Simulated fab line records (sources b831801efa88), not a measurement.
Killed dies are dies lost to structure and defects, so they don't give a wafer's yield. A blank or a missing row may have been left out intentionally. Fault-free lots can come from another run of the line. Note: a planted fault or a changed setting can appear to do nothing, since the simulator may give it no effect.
Which tool did it? -- flow sky130 -- 33 wafers from 11 lots sampled at 6 of the route's 708 steps

== WHAT THE GAUGES READ, wafer by wafer ==
SKY_SD_P_OVL_MEAS_08. Usual: for SD_P_OVL the level is -0.4 nm and the standard deviation is 1.2.
lot,measured,on,SD_P_OVL (nm),flag
L769,day 26 07:49,overlay-02,0.1 1.3 -0.6,
L770,day 26 12:27,overlay-01,0.9 0.5 -1.6,
L773,day 27 21:15,overlay-02,-0.7 0.8 0.0,
L775,day 28 07:14,overlay-02,2.7 2.6 0.7,
L776,day 28 21:51,overlay-01,-3.3 -2.1 -0.1,
L781,day 30 18:16,overlay-01,-0.5 -0.9 -1.7,
L784,day 31 17:31,overlay-01,-1.4 1.8 0.6,
L786,day 31 23:49,overlay-02,0.4 0.1 0.4,
L787,day 32 03:55,overlay-02,0.9 -2.5 -0.3,
L790,day 32 22:18,overlay-02,-0.1 -0.8 -1.0,
L789,day 32 23:07,overlay-02,2.2 0.9 0.2,

SKY_SD_N_OVL_MEAS_08. Usual: for SD_N_OVL the level is 0.5 nm and the standard deviation is 1.5.
lot,measured,on,SD_N_OVL (nm),flag
L769,day 28 17:01,overlay-01,-1.6 -0.3 1.0,
L770,day 28 21:25,overlay-02,-1.1 -0.7 1.9,
L773,day 30 06:14,overlay-01,2.1 0.6 -0.1,
L775,day 30 16:23,overlay-01,2.3 1.4 1.8,
L776,day 31 05:47,overlay-02,2.4 0.5 1.0,
L781,day 33 01:11,overlay-02,0.9 1.1 2.3,
L784,day 33 23:23,overlay-02,0.2 -2.4 1.8,
L786,day 34 04:52,overlay-01,0.0 1.2 -1.1,
L787,day 34 09:41,overlay-01,0.6 2.0 0.8,
L790,day 35 19:47,overlay-01,0.7 1.9 3.5,
L789,day 35 20:16,overlay-02,-0.9 -1.2 -0.5,

SKY_SD_N_RS_MEAS_16: uses a four-point probe to measure. Usual: for SD_N_RS the level is 68.60 ohm/sq and the standard deviation is 0.11.
lot,measured,on,SD_N_RS (ohm/sq),flag
L769,day 28 17:46,film metro-01,68.78 68.85 68.86,
L770,day 28 22:08,film metro-02,68.51 68.51 68.65,
L773,day 30 06:58,film metro-04,65.28 65.27 65.38 65.42 65.21 65.41,OFF
L775,day 30 17:07,film metro-01,65.53 65.23 65.44 65.49 65.47 65.32,OFF
L776,day 31 06:31,film metro-02,65.53 65.36 65.45 65.45 65.35 65.28,OFF
L781,day 33 01:55,film metro-04,68.64 68.63 68.69,
L784,day 34 00:07,film metro-02,68.48 68.53 68.51,
L786,day 34 05:36,film metro-02,68.37 68.43 68.60,
L787,day 34 10:25,film metro-04,68.68 68.72 68.57,
L790,day 35 20:32,film metro-02,68.61 68.62 68.54,
L789,day 35 21:00,film metro-04,68.55 68.47 68.56,

SKY_SD_N_RS_MEAS_18: uses a four-point probe to measure. Usual: for RES_XHIGH_RS the level is 331.3 ohm/sq and the standard deviation is 1.2.
lot,measured,on,RES_XHIGH_RS (ohm/sq),flag
L769,day 28 18:01,film metro-01,331.2 331.8 333.1,
L770,day 28 22:22,film metro-02,331.3 330.2 332.0,
L773,day 30 11:53,film metro-04,331.0 330.1 329.5,
L775,day 30 19:36,film metro-01,330.8 330.8 331.5,
L776,day 31 10:10,film metro-02,331.5 331.2 332.4,
L781,day 33 02:10,film metro-04,327.4 327.5 328.1,OFF
L784,day 34 00:22,film metro-02,333.6 333.1 333.2,
L786,day 34 05:50,film metro-02,330.7 332.1 331.9,
L787,day 34 10:40,film metro-04,330.9 332.5 331.8,
L790,day 35 20:46,film metro-02,330.5 330.1 330.7,
L789,day 35 21:14,film metro-04,330.8 331.0 330.3,

== WHICH TOOL RAN EACH LOT (tool, then ch and the chambers of the sampled wafers, then the start) ==
lot,SKY_SD_N_IMPLANT_09,SKY_SD_N_STRIP_11
L769,"implanter-02 ch 0, day 28 17:06","plasma asher-01 ch 0,1, day 28 17:22"
L770,"implanter-01 ch 0, day 28 21:26","plasma asher-03 ch 0,1, day 28 21:44"
L773,"implanter-02 ch 0, day 30 06:17","plasma asher-01 ch 0,1, day 30 06:35"
L775,"implanter-02 ch 0, day 30 16:25","plasma asher-03 ch 0,1, day 30 16:43"
L776,"implanter-02 ch 0, day 31 05:50","plasma asher-03 ch 0,1, day 31 06:08"
L781,"implanter-03 ch 0, day 33 01:14","plasma asher-03 ch 0,1, day 33 01:32"
L784,"implanter-02 ch 0, day 33 23:26","plasma asher-03 ch 0,1, day 33 23:44"
L786,"implanter-03 ch 0, day 34 04:56","plasma asher-01 ch 0,1, day 34 05:13"
L787,"implanter-01 ch 0, day 34 09:44","plasma asher-02 ch 0,1, day 34 10:02"
L790,"implanter-03 ch 0, day 35 19:50","plasma asher-01 ch 0,1, day 35 20:07"
L789,"implanter-01 ch 0, day 35 20:19","plasma asher-02 ch 0,1, day 35 20:35"
- SKY_SD_N_IMPLANT_09
- SKY_SD_N_STRIP_11: strips in O2/N2.

== AS READ BY THE TOOLS THEMSELVES (means over the sampled wafers that have a number; for cases with no such wafer, the mark the record gives instead) ==
SKY_SD_N_IMPLANT_09. Usual: beam on s 18.5 s, standard deviation 1.1; dose ions cm2 4e+15, standard deviation 4.1e+12.
lot,tool,beam on s (s),dose ions cm2,flag
L769,implanter-02,18.0,4e+15,
L770,implanter-01,20.2,4e+15,
L773,implanter-02,27.4,6e+15,OFF
L775,implanter-02,27.8,6e+15,OFF
L776,implanter-02,27.7,6e+15,OFF
L781,implanter-03,17.5,4e+15,
L784,implanter-02,18.0,4e+15,
L786,implanter-03,17.3,4e+15,
L787,implanter-01,19.8,4e+15,
L790,implanter-03,17.3,4e+15,
L789,implanter-01,19.9,4e+15,

SKY_SD_N_STRIP_11. Usual: drypump motor current A 5.3 A, standard deviation 0.35; n2 flow sccm 299.8 sccm, standard deviation 1; oes product au 0.528 a.u., standard deviation 0.0042; strip time to endpoint s 22.54 s, standard deviation 0.045.
lot,tool,drypump motor current A (A),n2 flow sccm (sccm),oes product au (a.u.),strip time to endpoint s (s),flag
L769,plasma asher-01,4.9,299.3,0.524,22.53,
L770,plasma asher-03,5.4,300.3,0.528,22.59,
L773,plasma asher-01,5.1,299.0,0.515,23.51,OFF
L775,plasma asher-03,5.4,300.0,0.517,23.59,OFF
L776,plasma asher-03,5.4,300.4,0.517,23.54,OFF
L781,plasma asher-03,5.5,298.9,0.525,22.46,
L784,plasma asher-03,5.4,300.0,0.527,22.56,
L786,plasma asher-01,5.0,301.3,0.525,22.52,
L787,plasma asher-02,5.4,300.1,0.524,22.51,
L790,plasma asher-01,5.0,299.2,0.528,22.53,
L789,plasma asher-02,5.4,299.8,0.526,22.47,

== THE ANSWER, worked out from the rows above alone ==
Rule: a lot is off if the mean of its wafers that have a number lies more than 3 standard deviations from the usual mean. Also off: a lot with no number at a reading for which 4 or more lots have one. Any other lot the step has rows for is counted as sound. The gauges are gone through in route order, then the tools' own readings, and for those a lot's mean is taken as printed above. The first step at which some lot is off is used, and at that step the reading that is off furthest; a lot without a number counts as furthest.
Off: L773, L775, L776, seen at SKY_SD_N_RS_MEAS_16 (SD_N_RS).
A tool fits if, at a process step before that reading, it ran every lot that is off, and no sound lot after the first of them. Not tried: the gauges at SKY_SD_N_RS_MEAS_16; whatever is off there is also off at SKY_SD_N_IMPLANT_09, on other tools, and gauge error can't account for it. Of those tried, none fits.

== WHAT HAD BEEN PUT IN BY THE SIMULATOR ==
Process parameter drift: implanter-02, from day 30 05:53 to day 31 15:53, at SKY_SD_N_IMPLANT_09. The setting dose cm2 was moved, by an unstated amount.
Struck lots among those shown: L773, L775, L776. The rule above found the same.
